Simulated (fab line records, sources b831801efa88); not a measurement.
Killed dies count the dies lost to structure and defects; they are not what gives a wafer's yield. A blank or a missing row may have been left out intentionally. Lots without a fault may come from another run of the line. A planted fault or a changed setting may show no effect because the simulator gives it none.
A lot that was struck, set against a sound lot / flow gf180mcu / 15 out of 602 route steps
Sound: wafers L485.1, L485.3, L485.4. Struck: wafers L484.3, L484.5. At the end, the cause is stated.
Per side, at each step with rows, come the tool, then ch with its chambers, and then its first start. Under that, the readings that differ: sound wafers / struck wafers / difference of the means / sigmas: that difference in standard deviations of wafers without a fault.
alike: same words and numbers on both sides, and readings whose means sit less than 2 such deviations apart. not compared: any withheld reading, any reading some wafer has no value for, any bound like >300 that may hide the same value, and any number with overlapping values for which the record gives no deviation.
A row with sigmas, a row that says differs or no value, or rows on one side alone: a step with any of these is where the two part. Numbers that have no deviation but don't overlap get no sigmas and don't part them. A reading that every wafer of one side lacks parts them only if that side has two wafers or more.

GF_POLY_GATE_THK_MEAS_01:
  sound on film_metro-04 at day 13 18:39; struck on film_metro-01 at day 13 09:35
  alike: POLY_GATE_CVD_00_THK
then, 8 steps without rows for these wafers: GF_POLY_GATE_DEHYDRATE_02 (time 60 s); GF_POLY_GATE_HMDS_03 (prime time 60 s); GF_POLY_GATE_COAT_04; GF_POLY_GATE_COAT_05 (resist thk 700 nm); GF_POLY_GATE_SOFTBAKE_06 (time 60 s); GF_POLY_GATE_EXPOSE_07 (exposes mask Poly2, target cd 280 nm); GF_POLY_GATE_PEB_08 (peb time 90 s); GF_POLY_GATE_DEVELOP_09 (develop time 60 s).
GF_POLY_GATE_CD_MEAS_10: the cd target is 280 nm.
  sound on cd_sem-02 at day 14 15:30; struck on cd_sem-01 at day 14 06:05
  alike: cd_nm
GF_POLY_GATE_OVL_MEAS_11:
  sound on overlay-02 at day 14 15:37; struck on overlay-02 at day 14 06:11
  alike: POLY_GATE_OVL
GF_POLY_GATE_ETCH_12: etches BARC in N2/H2.
  sound on rie_diel-02 ch 0,1,3, day 14 15:40; struck on rie_diel-04 ch 1,2, day 14 06:13
  alike: drypump_motor_current_A, oes_product_au, throttle_valve_pct
GF_POLY_GATE_ETCH_13: etches poly-Si in HBr/Cl2, stops on SiO2, target depth 198.5 nm, time 69.6 s.
  sound on rie_si-01 ch 0,2,3, day 14 15:43; struck on rie_si-02 ch 1, day 14 06:16
reading=oes_product_au (a.u.); sound=0.998 0.983 0.998; struck=0.976 0.974; difference=-0.018; sigmas=-2
reading=run_length_s (s); sound=98.1 98.0 98.2; struck=100.8 100.8; difference=+2.7; sigmas=+7
reading=model.SiO2_of_DUAL_GATE_OXIDATION_02.thk_nm (nm); sound=14.35 14.29 14.15; struck=14.43 14.39; difference=+0.15; sigmas=
  alike: drypump_motor_current_A, throttle_valve_pct
  not compared: rf_hours_counter_h
GF_POLY_GATE_STRIP_14: strips in O2/N2.
  sound on plasma_asher-02 ch 0,1, day 14 15:46; struck on plasma_asher-02 ch 0,1, day 14 06:21
  alike: drypump_motor_current_A, heater_power_w, oes_product_au
  not compared: rf_hours_counter_h
-- record jumps: 20 days separate the struck wafers' starts on either side; left off in module POLY_GATE, taken up again in module PASSIVATION, whose first shown step is the route's number 602 --
GF_PASSIVATION_PROBE_99:
  only the struck wafers here have rows in the record (prober-01, day 33 19:08); the sound ones have none

WHERE THEY PART
First at GF_POLY_GATE_ETCH_13; last, within this record, at GF_PASSIVATION_PROBE_99.

WHY: what the simulator had put in
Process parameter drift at GF_POLY_GATE_ETCH_13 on rie_si-02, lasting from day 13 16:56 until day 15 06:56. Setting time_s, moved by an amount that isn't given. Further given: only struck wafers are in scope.
